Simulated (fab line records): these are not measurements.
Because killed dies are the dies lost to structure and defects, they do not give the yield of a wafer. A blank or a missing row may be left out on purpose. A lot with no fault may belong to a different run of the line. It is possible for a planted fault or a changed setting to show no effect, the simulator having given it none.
The tool behind it: which one? ; flow sfqLine ; 14 lots with 42 wafers sampled at 3 steps, on a route of 325 steps

== WHAT THE GAUGES SHOWED, per wafer ==
SFQ_M2_RS_MEAS_914: a four-point-probe measurement. Usual: M2_NB_RS typically reads 0.894 ohm/sq, with standard deviation 0.0077.
lot;measured;on;M2_NB_RS (ohm/sq);flag
L157;day 22 12:51;filmMetro-03;0.886 0.884 0.884;
L158;day 22 16:27;filmMetro-04;0.898 0.892 0.896;
L159;day 23 06:16;filmMetro-02;0.899 0.891 0.885;
L166;day 25 19:31;filmMetro-02;0.885 0.901 0.889;
L168;day 27 18:26;filmMetro-02;0.888 0.893 0.894;
L169;day 28 10:11;filmMetro-04;0.879 0.890 0.894;
L170;day 28 21:28;filmMetro-03;0.892 0.883 0.888;
L171;day 29 04:39;filmMetro-04;0.907 0.897 0.897;
L172;day 29 10:10;filmMetro-03;0.887 0.882 0.890;
L173;day 29 16:08;filmMetro-02;0.875 0.881 0.876;
L174;day 31 10:44;filmMetro-02;0.898 0.900 0.901;
L176;day 32 06:05;filmMetro-04;0.888 0.889 0.897;
L179;day 32 18:05;filmMetro-03;0.902 0.898 0.900;
L180;day 32 21:31;filmMetro-03;0.893 0.889 0.897;

SFQ_M3_OVL_MEAS_921. Usual: M3_OVL typically reads -1 nm, with standard deviation 6.
lot;measured;on;M3_OVL (nm);flag
L157;day 35 11:07;overlay-02;-2 -8 -3;
L158;day 35 15:55;overlay-02;-7 -14 -10;
L159;day 35 20:43;overlay-02;-3 0 -3;
L166;day 37 05:10;overlay-01;1 -3 1;
L168;day 37 08:46;overlay-01;10 1 0;
L169;day 45 03:22;overlay-02;0 5 6;
L170;day 45 15:23;overlay-01;-4 -7 -8;
L171;day 45 22:34;overlay-01;6 10 8;
L172;day 46 05:46;overlay-01;5 8 7;
L173;day 46 09:22;overlay-01;-3 -1 -1;
L174;day 48 21:23;overlay-02;-5 -4 -8;
L176;day 49 18:58;overlay-01;13 2 4;
L179;day 50 02:10;overlay-02;-5 -6 -3;
L180;day 50 04:34;overlay-02;-17 -11 -10;

== EACH LOT AND THE TOOL THAT RAN IT (in order: tool; ch and the chambers of the sampled wafers; start) ==
lot;SFQ_TRILAYER_M2_BARC_OPEN_METAL_ETCH_077
L157;rieMetal-03 ch 0,1, day 22 20:04
L158;rieMetal-03 ch 0,1, day 23 01:37
L159;rieMetal-03 ch 0,1, day 23 10:45
L166;rieMetal-04 ch 0,1, day 25 21:56
L168;rieMetal-04 ch 0,1, day 33 22:46
L169;rieMetal-04 ch 0,1, day 34 13:10
L170;rieMetal-02 ch 0,1, day 34 23:10
L171;rieMetal-03 ch 0,1, day 35 03:56
L172;rieMetal-04 ch 0,1, day 35 07:32
L173;rieMetal-04 ch 0,1, day 35 12:20
L174;rieMetal-04 ch 0,1, day 37 13:56
L176;rieMetal-03 ch 0,1, day 38 04:19
L179;rieMetal-03 ch 1, day 38 09:07
L180;rieMetal-04 ch 0,1, day 38 10:19
- SFQ_TRILAYER_M2_BARC_OPEN_METAL_ETCH_077: etches BARC in O2, target depth 125 nm, time 41.7 s.

== WHAT THE TOOLS THEMSELVES READ (means of the sampled wafers that have a number; where no wafer has one, the mark that the record gives instead) ==
SFQ_TRILAYER_M2_BARC_OPEN_METAL_ETCH_077. Usual: chamberPressureMTorr 9.999 mTorr, standard deviation 0.0093; drypumpMotorCurrentA 5.4 A, standard deviation 0.51; oesProductAu 0.685 a.u., standard deviation 0.0042; rfFwdPowerW 593.4 W, standard deviation 2.5.
lot;tool;chamberPressureMTorr (mTorr);drypumpMotorCurrentA (A);oesProductAu (a.u.);rfFwdPowerW (W);flag
L157;rieMetal-03;10.006;5.3;0.685;593.1;
L158;rieMetal-03;9.996;5.3;0.687;596.3;
L159;rieMetal-03;10.005;5.7;0.681;592.1;
L166;rieMetal-04;9.995;5.1;0.685;591.5;
L168;rieMetal-04;10.001;5.1;0.685;592.5;
L169;rieMetal-04;9.996;5.2;0.690;594.0;
L170;rieMetal-02;10.002;5.9;0.686;590.9;
L171;rieMetal-03;10.009;5.3;0.690;593.3;
L172;rieMetal-04;9.998;5.1;0.683;594.6;
L173;rieMetal-04;10.016;5.2;0.685;594.5;
L174;rieMetal-04;9.995;5.1;0.685;592.5;
L176;rieMetal-03;10.005;5.3;0.684;595.2;
L179;rieMetal-03;9.990;5.0;0.685;590.3;
L180;rieMetal-04;10.006;5.1;0.682;594.0;

== THE ANSWER, worked out from the rows above alone ==
Rule: a lot counts as off when the mean over its wafers that have a number is more than 3 standard deviations away from the usual mean. A lot without any number at a reading at which 4 lots or more have one is off too. Where the step has rows for the other lots, those lots are counted as sound. The gauges are gone through in route order, then the tools' own readings, and for those a lot's mean is taken as printed above. The first step at which some lot is off is used, and at that step the reading that is off furthest; a lot without a number counts as furthest.
Nothing can be told from this: no lot is off at any reading shown.

== WHAT HAD BEEN PUT IN BY THE SIMULATOR ==
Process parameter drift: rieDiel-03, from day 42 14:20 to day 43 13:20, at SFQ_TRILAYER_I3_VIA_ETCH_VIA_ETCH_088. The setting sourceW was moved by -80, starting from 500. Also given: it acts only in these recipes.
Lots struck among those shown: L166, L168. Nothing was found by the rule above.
